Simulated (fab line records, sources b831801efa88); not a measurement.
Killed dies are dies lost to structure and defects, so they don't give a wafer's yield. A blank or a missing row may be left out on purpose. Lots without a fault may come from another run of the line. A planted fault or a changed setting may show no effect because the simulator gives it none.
Which tool did it? | flow sky130 | 13 lots, 39 wafers sampled, at 4 steps of a route of 708

WHAT THE GAUGES READ, wafer by wafer
SKY_CONTACT_RS_MEAS_25: measures by four-point-probe. Usual: CONTACT_W_RS 0.340 ohm/sq, standard deviation 0.0034.
lot  | measured     | on            | CONTACT_W_RS (ohm/sq) | flag
L373 | day 31 14:05 | film_metro-02 | 0.342 0.345 0.343     |
L374 | day 32 05:01 | film_metro-02 | 0.338 0.338 0.339     |
L375 | day 32 08:37 | film_metro-02 | 0.337 0.336 0.336     |
L376 | day 32 16:28 | film_metro-02 | 0.340 0.338 0.338     |
L377 | day 32 19:47 | film_metro-02 | 0.340 0.341 0.345     |
L379 | day 33 19:50 | film_metro-01 | 0.344 0.345 0.346     |
L381 | day 34 16:24 | film_metro-04 | 0.336 0.337 0.337     |
L386 | day 36 03:25 | film_metro-04 | 0.339 0.339 0.341     |
L388 | day 37 04:39 | film_metro-04 | 0.338 0.343 0.340     |
L391 | day 38 10:23 | film_metro-04 | 0.336 0.339 0.336     |
L392 | day 38 10:34 | film_metro-02 | 0.332 0.341 0.334     |
L394 | day 38 11:46 | film_metro-02 | 0.340 0.337 0.338     |
L393 | day 38 14:07 | film_metro-01 | 0.341 0.346 0.340     |

SKY_VIA1_THK_MEAS_01. Usual: VIA1_HDPCVD_THK 1033 nm, standard deviation 9.5.
lot  | measured     | on            | VIA1_HDPCVD_THK (nm) | flag
L373 | day 32 19:17 | film_metro-02 | 1036 1029 1019       |
L374 | day 33 09:55 | film_metro-01 | 1027 1041 1055       |
L375 | day 33 13:23 | film_metro-02 | 1038 1033 1035       |
L376 | day 33 21:11 | film_metro-03 | 1029 1018 1041       |
L377 | day 34 00:14 | film_metro-02 | 1052 1042 1039       |
L379 | day 35 00:25 | film_metro-03 | 1035 1033 1037       |
L381 | day 35 20:03 | film_metro-02 | 1027 1041 1026       |
L386 | day 37 07:08 | film_metro-01 | 1038 1033 1037       |
L388 | day 38 08:11 | film_metro-03 | 1033 524 1036        | OFF
L391 | day 39 13:22 | film_metro-03 | 1037 511 1021        | OFF
L392 | day 39 13:59 | film_metro-02 | 1030 1027 1033       |
L394 | day 39 14:45 | film_metro-03 | 1027 1028 1033       |
L393 | day 39 16:38 | film_metro-02 | 1016 1025 1005       |

WHICH TOOL RAN EACH LOT (tool, then ch and the chambers of the sampled wafers, then the start)
lot  | SKY_METAL1_SPUTTER_04        | SKY_VIA1_HDPCVD_00
L373 | pvd_sputter-03, day 31 14:40 | hdpcvd-01 ch 0,1,2, day 32 19:10
L374 | pvd_sputter-03, day 32 05:35 | hdpcvd-02 ch 0,2, day 33 09:49
L375 | pvd_sputter-03, day 32 09:10 | hdpcvd-01 ch 0,1,2, day 33 13:15
L376 | pvd_sputter-02, day 32 17:01 | hdpcvd-02 ch 0,1,2, day 33 21:04
L377 | pvd_sputter-02, day 32 20:22 | hdpcvd-02 ch 0,1, day 34 00:07
L379 | pvd_sputter-02, day 33 20:22 | hdpcvd-02 ch 1,2, day 35 00:17
L381 | pvd_sputter-02, day 34 16:56 | hdpcvd-01 ch 0,1,2, day 35 19:55
L386 | pvd_sputter-02, day 36 04:01 | hdpcvd-02 ch 0,1,2, day 37 07:01
L388 | pvd_sputter-02, day 37 05:13 | hdpcvd-02 ch 0,1,2, day 38 08:04
L391 | pvd_sputter-03, day 38 10:56 | hdpcvd-02 ch 0,2, day 39 13:08
L392 | pvd_sputter-04, day 38 11:32 | hdpcvd-01 ch 0,1, day 39 13:52
L394 | pvd_sputter-02, day 38 12:26 | hdpcvd-01 ch 0,1, day 39 14:37
L393 | pvd_sputter-02, day 38 14:41 | hdpcvd-01 ch 0,2, day 39 16:31
- SKY_METAL1_SPUTTER_04: material TiN, target thk 70 nm, time 58.3 s.
- SKY_VIA1_HDPCVD_00: deposits SiO2, target thk 1030 nm, time 171.7 s.

WHAT THE TOOLS THEMSELVES READ (means of the sampled wafers that have a number; where no wafer has one, the mark that the record gives instead)
SKY_METAL1_SPUTTER_04. Usual: throttle_valve_pct 29.8 %, standard deviation 0.96.
lot  | tool           | throttle_valve_pct (%) | flag
L373 | pvd_sputter-03 | 30.0                   |
L374 | pvd_sputter-03 | 30.1                   |
L375 | pvd_sputter-03 | 30.3                   |
L376 | pvd_sputter-02 | 29.0                   |
L377 | pvd_sputter-02 | 29.5                   |
L379 | pvd_sputter-02 | 30.6                   |
L381 | pvd_sputter-02 | 28.9                   |
L386 | pvd_sputter-02 | 28.9                   |
L388 | pvd_sputter-02 | 29.6                   |
L391 | pvd_sputter-03 | 30.7                   |
L392 | pvd_sputter-04 | 31.0                   |
L394 | pvd_sputter-02 | 29.6                   |
L393 | pvd_sputter-02 | 29.8                   |

SKY_VIA1_HDPCVD_00. Usual: sih4_flow_sccm 59.98 sccm, standard deviation 0.21.
lot  | tool      | sih4_flow_sccm (sccm) | flag
L373 | hdpcvd-01 | 59.89                 |
L374 | hdpcvd-02 | 59.95                 |
L375 | hdpcvd-01 | 59.94                 |
L376 | hdpcvd-02 | 59.99                 |
L377 | hdpcvd-02 | 60.03                 |
L379 | hdpcvd-02 | 59.94                 |
L381 | hdpcvd-01 | 60.03                 |
L386 | hdpcvd-02 | 60.12                 |
L388 | hdpcvd-02 | 49.99                 | OFF
L391 | hdpcvd-02 | 49.98                 | OFF
L392 | hdpcvd-01 | 60.20                 |
L394 | hdpcvd-01 | 59.86                 |
L393 | hdpcvd-01 | 60.05                 |

THE ANSWER, worked out from the rows above alone
Rule: a lot is off if the mean of its wafers that have a number lies more than 3 standard deviations from the usual mean. A lot without any number at a reading at which 4 lots or more have one is off too. The other lots that the step has rows for count as sound. The gauges are gone through in route order, then the tools' own readings, and for those a lot's mean is taken as printed above. The first step at which some lot is off is used, and at that step the reading that is off furthest; a lot without a number counts as furthest.
Off: L388, L391, at SKY_VIA1_THK_MEAS_01 (VIA1_HDPCVD_THK).
A tool fits if, at a process step before that reading, it ran every lot that is off, and no sound lot after the first of them. The gauges at SKY_VIA1_THK_MEAS_01 aren't tried: what is off there is off at SKY_VIA1_HDPCVD_00 too, on other tools, and a gauge's error can't cause that. One fits: hdpcvd-02 at SKY_VIA1_HDPCVD_00. Its last sound lot is L386 (day 37 07:01), its first lot that is off L388 (day 38 08:04): a fault that began between those two fits.
The tool's own readings at SKY_VIA1_HDPCVD_00 bear it out: on the lots that are off they differ by more than 5 times the standard deviation of the sound lots' means. sih4_flow_sccm reads 49.98 sccm there against 60.00 sccm on the sound lots.

WHAT THE SIMULATOR HAD PUT IN
Process parameter drift: hdpcvd-02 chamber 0, from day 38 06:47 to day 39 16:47, at SKY_VIA1_HDPCVD_00. Setting sih4_flow_sccm, moved by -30, from 60. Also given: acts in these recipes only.
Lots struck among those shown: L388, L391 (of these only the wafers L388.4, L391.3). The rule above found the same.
